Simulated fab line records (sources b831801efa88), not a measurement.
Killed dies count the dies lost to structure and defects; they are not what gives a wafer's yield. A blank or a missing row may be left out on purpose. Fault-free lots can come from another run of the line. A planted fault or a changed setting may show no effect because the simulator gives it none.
A lot that was struck, set against a sound lot + flow sfq-line + 34 out of 325 route steps
Sound: the wafers L928.1, L928.4, L928.6. Struck: wafers L935.1, L935.3, L935.5. The cause is named last.
Order at every step that has rows: each side's tool, ch and its chambers, its first start. Under that, the readings that differ: sound wafers + struck wafers + difference of the means + sigmas: that difference in standard deviations of wafers without a fault.
alike: same words and numbers on both sides, and readings whose means sit less than 2 such deviations apart. not compared: any withheld reading, any reading some wafer has no value for, any bound like >300 that may hide the same value, and any number with overlapping values for which the record gives no deviation.
Wherever a step has rows on one side only, a row that says differs or no value, or a row with sigmas, the two part there. Numbers that don't overlap but have no deviation are shown without sigmas and don't part them. A reading missing from all wafers of one side parts the sides only when that side holds two or more wafers.

first, 6 steps without rows for these wafers: SFQ_TRILAYER_M3_LITHO_COAT_080 (resist thk 62 nm); SFQ_TRILAYER_M3_LITHO_COAT_075 (resist thk 600 nm); SFQ_TRILAYER_M3_LITHO_SOFTBAKE_079; SFQ_TRILAYER_M3_LITHO_EXPOSE_076 (exposes mask M3, target cd 500 nm); SFQ_TRILAYER_M3_LITHO_PEB_078 (peb time 60 s); SFQ_TRILAYER_M3_LITHO_DEVELOP_077 (time 60 s).
SFQ_M3_OVL_MEAS_921:
  struck on overlay-01, day 34 16:14; sound on overlay-01, day 30 11:22
  alike: M3_OVL
then, 1 step without rows for these wafers: SFQ_TRILAYER_M3_BARC_OPEN_METAL_ETCH_100 (etches BARC in O2, target depth 125 nm, time 41.7 s).
SFQ_TRILAYER_M3_ETCH_METAL_ETCH_078: etches Nb in Cl2/Ar, stops on SiO2, target depth 240 nm, time 120 s.
  sound on rie-metal-04 ch 1, day 30 11:28; struck on rie-metal-04 ch 1, day 34 16:20
  alike: drypump-motor-current-A, oes-product-au
  not compared: rf-hours-counter-h
SFQ_TRILAYER_M3_STRIP_STRIP_079: strips in O2.
  sound on rie-metal-04 ch 1, day 30 11:35; struck on rie-metal-04 ch 1, day 34 16:27
  alike: drypump-motor-current-A, oes-product-au
  not compared: rf-hours-counter-h
then, 1 step without rows for these wafers: SFQ_TRILAYER_M3_STRIP_SOLV_CLEAN_080 (cleans in NMP, time 600 s).
SFQ_TRILAYER_I3_DEP_PECVD_081: deposits SiO2 from SiH4/N2O, time 111.11 s, target thk 500 nm.
  sound on pecvd-02 ch 0,1,2, day 30 12:22; struck on pecvd-03 ch 0,1,2, day 34 17:14
  no value came back on the struck wafers for chamber-pressure-Torr (Torr), heater-power-outer-w (W), heater-power-w (W), throttle-valve-pct (%); on the sound wafers chamber-pressure-Torr (Torr) reads 2.398 2.404 2.402
then, 1 step without rows for these wafers: SFQ_TRILAYER_I3_CMP_CMP_082 (polishes SiO2).
SFQ_I3_BOW_MEAS_922:
  struck on film-metro-01, day 35 10:41; sound on film-metro-04, day 31 07:20
  alike: I3_BOW
SFQ_TRILAYER_I3_METRO_MEASURE_083:
  struck on film-metro-01, day 35 10:48; sound on film-metro-04, day 31 07:27
then, 6 steps without rows for these wafers: SFQ_TRILAYER_I3_VIA_LITHO_COAT_090 (resist thk 62 nm); SFQ_TRILAYER_I3_VIA_LITHO_COAT_085 (resist thk 650 nm); SFQ_TRILAYER_I3_VIA_LITHO_SOFTBAKE_089; SFQ_TRILAYER_I3_VIA_LITHO_EXPOSE_086 (exposes mask I3, target cd 500 nm); SFQ_TRILAYER_I3_VIA_LITHO_PEB_088 (peb time 60 s); SFQ_TRILAYER_I3_VIA_LITHO_DEVELOP_087 (time 60 s).
-- the record jumps here: 2 days lie between the struck wafers' starts before and after --
SFQ_I3_OVL_MEAS_923:
  struck on overlay-02, day 37 15:43; sound on overlay-01, day 34 00:38
  alike: I3_OVL
SFQ_TRILAYER_I3_VIA_BARC_OPEN_VIA_ETCH_121: etches BARC in O2, target depth 125 nm, time 41.7 s.
  sound on rie-diel-02 ch 2,3, day 34 00:40; struck on rie-diel-03 ch 0,2, day 37 15:45
  alike: drypump-motor-current-A, oes-product-au
  not compared: rf-hours-counter-h
SFQ_TRILAYER_I3_VIA_ETCH_VIA_ETCH_088: etches SiO2 in CHF3, stops on Nb, target depth 260 nm.
  sound on rie-diel-02 ch 2,3, day 34 00:43; struck on rie-diel-03 ch 0,2, day 37 15:47
| reading                  | sound             | struck            | difference | sigmas |
|--------------------------|-------------------|-------------------|------------|--------|
| oes-product-au (a.u.)    | 0.838 0.851 0.851 | 0.371 0.383 0.375 | -0.470     | -92    |
| model.etch.depth-nm (nm) | 199.9 199.8 199.2 | 0 0 0             | -200       |        |
  alike: drypump-motor-current-A
SFQ_TRILAYER_I3_VIA_STRIP_STRIP_089: strips in O2.
  sound on rie-metal-01 ch 0,1, day 34 00:49; struck on rie-metal-03 ch 0,1, day 37 15:54
| reading               | sound             | struck            | difference | sigmas |
|-----------------------|-------------------|-------------------|------------|--------|
| oes-product-au (a.u.) | 0.981 0.998 0.975 | 0.991 1.001 1.021 | +0.020     | +2     |
  alike: drypump-motor-current-A
  not compared: rf-hours-counter-h
then, 2 steps without rows for these wafers: SFQ_TRILAYER_I3_VIA_STRIP_SOLV_CLEAN_090 (cleans in NMP, time 600 s); SFQ_TRILAYER_M4_DEP_PRE_CLEAN_092 (time 22.5 s).
SFQ_TRILAYER_M4_DEP_SPUTTER_091: material Nb, target thk 200 nm, time 133.3 s.
  struck on pvd-sputter-05, day 37 16:42; sound on pvd-sputter-05, day 34 01:38
  alike: throttle-valve-pct
SFQ_M4_RS_MEAS_924: uses a four-point probe to measure.
  struck on film-metro-02, day 37 16:47; sound on film-metro-02, day 34 01:43
| reading           | sound             | struck            | difference | sigmas |
|-------------------|-------------------|-------------------|------------|--------|
| M4_NB_RS (ohm/sq) | 0.908 0.905 0.906 | 0.885 0.890 0.873 | -0.024     | -2     |
then, 3 steps without rows for these wafers: SFQ_TRILAYER_M4_LITHO_COAT_098 (resist thk 62 nm); SFQ_TRILAYER_M4_LITHO_COAT_093 (resist thk 600 nm); SFQ_TRILAYER_M4_LITHO_SOFTBAKE_097.
-- the record jumps here: 3 days lie between the struck wafers' starts before and after --
SFQ_TRILAYER_M4_LITHO_EXPOSE_094: exposes mask M4, target cd 500 nm.
  sound on krf-scanner-01 ch 0, day 36 06:20; struck on krf-scanner-01, day 40 05:10
  no value came back on the struck wafers for exposure-dose-mJ-cm2, focus-offset-nm (nm); on the sound wafers exposure-dose-mJ-cm2 reads 14.400 14.389 14.394
  alike: mask
then, 1 step without rows for these wafers: SFQ_TRILAYER_M4_LITHO_PEB_096 (peb time 60 s).

== WHERE THEY PART ==
Earliest at SFQ_TRILAYER_I3_DEP_PECVD_081; latest, in this record, at SFQ_TRILAYER_M4_LITHO_EXPOSE_094.

WHY: what had been put in by the simulator
Skipped step whole: pecvd-03, from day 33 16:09 on, at SFQ_TRILAYER_I3_DEP_PECVD_081. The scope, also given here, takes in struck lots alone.
